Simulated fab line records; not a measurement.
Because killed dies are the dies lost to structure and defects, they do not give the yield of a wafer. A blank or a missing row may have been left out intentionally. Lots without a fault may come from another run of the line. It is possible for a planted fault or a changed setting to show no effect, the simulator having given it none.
2 desks looking at one fault / flow gf180mcu / every desk sees just its own numbers, and what lay behind them comes last

## FOR THE TOOL OWNER'S DESK: pvd sputter-02
The tool's own readings at GF_M2_SPUTTER_03 (material Ti, target thk 10 nm, time 6.7 s): means of the sampled wafers that have a number, for each lot that ran on this tool. Marked OUT: a lot whose mean sits more than 4 standard deviations from the usual mean, which makes it out of limits; the brackets give that distance.
Columns: A = throttle valve pct at GF_M2_SPUTTER_03, usual 30.5 %
lot=L508; first seen here=day 21 07:59; A=30.8
lot=L509; first seen here=day 21 13:50; A=30.7
lot=L510; first seen here=day 22 02:14; A=30.9
This desk's finding: nothing out of limits on any of the 3 lots.

## AT THE METROLOGY DESK
What the gauges read for every lot (on any tool): the sampled wafers with a number, averaged. Marked OUT: a lot whose mean sits more than 4 standard deviations from the usual mean, which makes it out of limits; the brackets give that distance.
Columns: A = V1_W_RS at GF_V1_RS_MEAS_24, usual 0.329 ohm/sq; B = V1_W_THK at GF_V1_THK_MEAS_25, usual 345 nm
lot=L503; first seen here=day 19 08:10; A=0.327; B=350
lot=L508; first seen here=day 21 07:11; A=0.320; B=355
lot=L509; first seen here=day 21 13:12; A=0.329; B=341
lot=L510; first seen here=day 22 01:35; A=0.332; B=341
lot=L512; first seen here=day 22 12:01; A=0.332; B=343
lot=L523; first seen here=day 26 07:11; A=0.331; B=344
This desk's finding: nothing out of limits on any of the 6 lots.

## PUT TOGETHER
The desk of the tool owner found nothing out of limits.
At the metrology desk, nothing out of limits was observed.

## WHAT HAD BEEN PUT IN BY THE SIMULATOR
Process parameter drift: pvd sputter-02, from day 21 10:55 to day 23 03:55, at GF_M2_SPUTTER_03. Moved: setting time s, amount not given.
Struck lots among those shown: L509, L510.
